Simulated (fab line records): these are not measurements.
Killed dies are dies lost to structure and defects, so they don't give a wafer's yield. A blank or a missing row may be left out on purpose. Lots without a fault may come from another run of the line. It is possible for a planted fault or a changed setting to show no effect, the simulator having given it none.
8D (eight disciplines) problem report, filled in by code + flow gf180mcu + the parts of the form that need people (team, actions taken, sign-off) are left out

## 1. PROBLEM STATEMENT
Mean NSD_RS at GF_PSD_RS_MEAS_14: 43.00 ohm/sq over 6 wafers in 2 lots; fault-free wafers: 46.15 ohm/sq, standard deviation 0.083. That puts it -38 standard deviations away from the usual mean.
The step: measures by four-point-probe.
First observed at day 16 02:52: wafer L944.1, on filmMetro-01. Wafers with a number at this step in the record: 39, from 13 lots. The rule behind "out" and "out of limits": a value lying over 4 standard deviations away from the usual mean. All remaining wafers that have a number are taken as sound.

## 2. WHAT IT IS; WHAT IT IS NOT
| question                    | is                         | is not                                                                                                   |
|-----------------------------|----------------------------|----------------------------------------------------------------------------------------------------------|
| which readings at this step | NSD_RS                     | -                                                                                                        |
| which lots                  | L944, L945                 | L938, L939, L940, L943, L952, L953, L956, L957, L958, L960, L961                                         |
| which wafers of those lots  | all that have a number     | -                                                                                                        |
| read on which gauges        | filmMetro-01, filmMetro-03 | filmMetro-04                                                                                             |
| when                        | from day 16 02:52          | up to then (12 sound wafers); but 21 sound wafers of L952, L953, L956, L957, L958, L960, L961 came after |

## 3. THE SUSPECTS, EACH WITH WHAT RULES IT OUT
Counting: any tool at a process step up to the reading is kept as a suspect provided that every lot that is out went through it and no sound lot did after the first of them.
- the gauge at GF_PSD_RS_MEAS_14 has been ruled out. The wafers that are out were read on 2 gauges (filmMetro-01, filmMetro-03).
- rtpAnneal-02 at GF_PSD_RTA_13 (time 20 s): ruled out as a lasting fault. After its first lot that is out, L944 (day 16 02:47), sound lots L953, L956, L958, L960, L961 ran on it.
Left after counting: nothing in the record.

## 4. THE CAUSE (what the simulator had put in)
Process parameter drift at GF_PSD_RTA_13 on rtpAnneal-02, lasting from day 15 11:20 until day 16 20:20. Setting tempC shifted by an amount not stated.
The count ruled it out by mistake, since the rule takes a fault to strike every lot its tool runs from the start of the fault on, and this one did not do so.

## 5. THE EFFECT CHAIN, in route order
Rows list readings where the struck wafers' mean (over those with a number) sits beyond 3 standard deviations from the usual. Readings are gone through only where the record gives a usual standard deviation; hours: the median, over the lots, of the time from a lot's start at the first step in this table giving one to that lot's start at this step; sigmas: the change measured in usual standard deviations.
| hours | step              | reading          | usual         | on struck wafers | change | sigmas |
|-------|-------------------|------------------|---------------|------------------|--------|--------|
| 0     | GF_PSD_RTA_13     | wafer_temp_C_max | 1032.3        | 1055.0           | +22.7  | +14    |
| 0     | GF_PSD_RS_MEAS_14 | NSD_RS           | 46.15 ohm/sq  | 43.00            | -3.15  | -38    |
| 0     | GF_PSD_RS_MEAS_15 | PSD_RS           | 108.62 ohm/sq | 99.65            | -8.97  | -32    |
Its process steps:
- GF_PSD_RTA_13: time 20 s.
Later steps that measure or inspect, where all struck wafers having a row at the step show a number for every such reading and not one has moved that far: GF_V1_RS_MEAS_24, GF_V2_THK_MEAS_03.

## 6. HOW IT WOULD HAVE BEEN CAUGHT EARLIER
16 hours passed between the start of the fault at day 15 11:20 and the first reading out of limits at a measuring or inspecting step in this record, taken at day 16 02:52.
Tool's own readings at GF_PSD_RTA_13, wafer_temp_C_max: out on all struck wafers the step has rows for; an alarm limit on them would have tripped on the first.
